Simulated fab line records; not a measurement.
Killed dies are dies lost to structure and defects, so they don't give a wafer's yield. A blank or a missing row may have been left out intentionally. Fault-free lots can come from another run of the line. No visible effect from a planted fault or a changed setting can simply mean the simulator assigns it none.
Matching of chambers | flow gf180mcu | cmp-02 running GF_V3_CMP_26: 4 sister chambers
The step polishes, stops on SiO2, t overpolish 15 s, target thk 0 nm. 16 wafers are shown with their chamber, then 7 later ones without.

## WAFERS PAIRED WITH THEIR CHAMBERS
wafer  | chamber | motor_current_A (A) | time_to_endpoint_s (s) | overpolish_run_s (s)
L130.1 | 2       | 9.8                 | 81                     | 15.007
L130.3 | 1       | 11.4                | 84                     | 14.998
L130.6 | 0       | 10.5                | 86                     | 15.007
L132.3 | 1       | 11.6                | 89                     | 15.004
L132.4 | 2       | 9.4                 | 83                     | 14.998
L132.5 | 3       | 11.2                | 90                     | 14.992
L133.1 | 1       | 11.3                | 85                     | 14.999
L133.4 | 3       | 11.3                | 91                     | 14.999
L133.6 | 3       | 10.5                | 86                     | 14.994
L135.2 | 2       | 9.8                 | 85                     | 15.005
L135.6 | 0       | 10.5                | 84                     | 15.001
L146.2 | 1       | 11.5                | 91                     | 15.009
L146.3 | 2       | 10.2                | 84                     | 15.012
L146.5 | 3       | 11.1                | 92                     | 15.003
L149.1 | 2       | 10.1                | 84                     | 15.003
L149.2 | 1       | 10.7                | 88                     | 15.001

SIGNATURES (means of the wafers above)
reading            | chamber 0 | chamber 1 | chamber 2 | chamber 3 | scatter within a chamber
motor_current_A    | 10.500    | 11.300    | 9.860     | 11.025    | 0.327
time_to_endpoint_s | 85.00     | 87.40     | 83.40     | 89.75     | 2.33
overpolish_run_s   | 15.00400  | 15.00220  | 15.00500  | 14.99700  | 0.0048
Rule: a wafer's distance from a chamber is the root of the sum, over the readings, of the square of ((its reading less the chamber's mean) divided by the reading's scatter). The wafer belongs to the nearest chamber; if the next one is less than 2 further off, it can't be placed. The scatter: take each reading less its chamber's mean, square it, sum over the shown wafers, divide by the number of wafers less the number of chambers, and take the root.

## WAFERS MISSING THEIR CHAMBER
wafer  | motor_current_A (A) | time_to_endpoint_s (s) | overpolish_run_s (s)
L149.5 | 11.6                | 83                     | 14.988
L150.2 | 11.1                | 83                     | 15.009
L150.4 | 10.6                | 86                     | 15.006
L150.6 | 10.5                | 80                     | 15.005
L151.2 | 10.7                | 88                     | 14.996
L151.3 | 11.6                | 88                     | 14.990
L151.4 | 10.5                | 86                     | 14.996

## WHICH CHAMBER EACH ONE RAN IN
wafer  | from the rows above               | in truth
L149.5 | can't be placed: 1 or 3 or 0      | 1
L150.2 | can't be placed: 0 or 1 or 3 or 2 | 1
L150.4 | can't be placed: 0 or 1 or 2      | 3
L150.6 | can't be placed: 0 or 2 or 1      | 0
L151.2 | can't be placed: 3 or 0 or 1      | 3
L151.3 | can't be placed: 3 or 1           | 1
L151.4 | can't be placed: 0 or 3 or 1 or 2 | 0
Placed correctly: 0 of 7. Not placeable from these rows: 7 (in 6, the candidates include the true chamber). Wrongly placed: 0.
